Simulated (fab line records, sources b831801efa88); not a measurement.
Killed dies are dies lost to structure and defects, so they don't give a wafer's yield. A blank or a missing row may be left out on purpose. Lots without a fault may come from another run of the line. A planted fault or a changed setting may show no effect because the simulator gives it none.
Which tool did it? | flow gf180mcu | 7 lots, 21 wafers sampled, at 3 steps of a route of 602

WHAT THE GAUGES READ, wafer by wafer
GF_HV_LDD_TW_MEAS_50.
lot  | measured     | on            | HV_LDD_4_TW
L779 | day 13 00:19 | film_metro-02 | 572 572 570
L781 | day 13 19:49 | film_metro-01 | 562 561 564
L784 | day 14 16:25 | film_metro-02 | 574 575 570
L787 | day 15 18:05 | film_metro-04 | 30 30 30
L793 | day 17 19:58 | film_metro-04 | 567 569 569
L798 | day 19 11:17 | film_metro-02 | 574 572 573
L800 | day 20 03:00 | film_metro-04 | 571 573 572

WHICH TOOL RAN EACH LOT (tool, then ch and the chambers of the sampled wafers, then the start)
lot  | GF_HV_LDD_IMPLANT_48            | GF_HV_LDD_STRIP_49
L779 | implanter-02 ch 0, day 13 00:05 | plasma_asher-04 ch 0,1, day 13 00:12
L781 | implanter-02 ch 0, day 13 19:35 | plasma_asher-02 ch 0,1, day 13 19:44
L784 | implanter-04 ch 0, day 14 16:11 | plasma_asher-02 ch 0,1, day 14 16:19
L787 | implanter-03, day 15 17:50      | plasma_asher-04 ch 0,1, day 15 17:59
L793 | implanter-02 ch 0, day 17 19:44 | plasma_asher-03 ch 0,1, day 17 19:51
L798 | implanter-02 ch 0, day 19 11:02 | plasma_asher-04 ch 0,1, day 19 11:11
L800 | implanter-02 ch 0, day 20 02:45 | plasma_asher-04 ch 0,1, day 20 02:54
- GF_HV_LDD_IMPLANT_48
- GF_HV_LDD_STRIP_49: strips in O2/N2.

THE ANSWER, worked out from the rows above alone
Rule: what is usual is taken from the lots themselves. Put in order of their means at a reading, lots are off if they are a third of the lots or fewer, leave a main group of 4 or more, and stand apart from it by a gap of 3 or more times the standard deviation of the main group's means; of several such gaps the widest counts. A main group whose means are all the same, to the digits that the tables above print for the reading, isn't used. A lot without any number at a reading at which 4 lots or more have one is off too. The other lots that the step has rows for count as sound.
Off: L787, at GF_HV_LDD_TW_MEAS_50 (HV_LDD_4_TW). The main group: mean 570, standard deviation 3.8.
A tool fits if, at a process step before that reading, it ran every lot that is off, and no sound lot after the first of them. The gauges at GF_HV_LDD_TW_MEAS_50 are tried like those tools. One fits: implanter-03 at GF_HV_LDD_IMPLANT_48. It ran no sound lot before its first lot that is off in this sample, so the start can't be narrowed down.

WHAT THE SIMULATOR HAD PUT IN
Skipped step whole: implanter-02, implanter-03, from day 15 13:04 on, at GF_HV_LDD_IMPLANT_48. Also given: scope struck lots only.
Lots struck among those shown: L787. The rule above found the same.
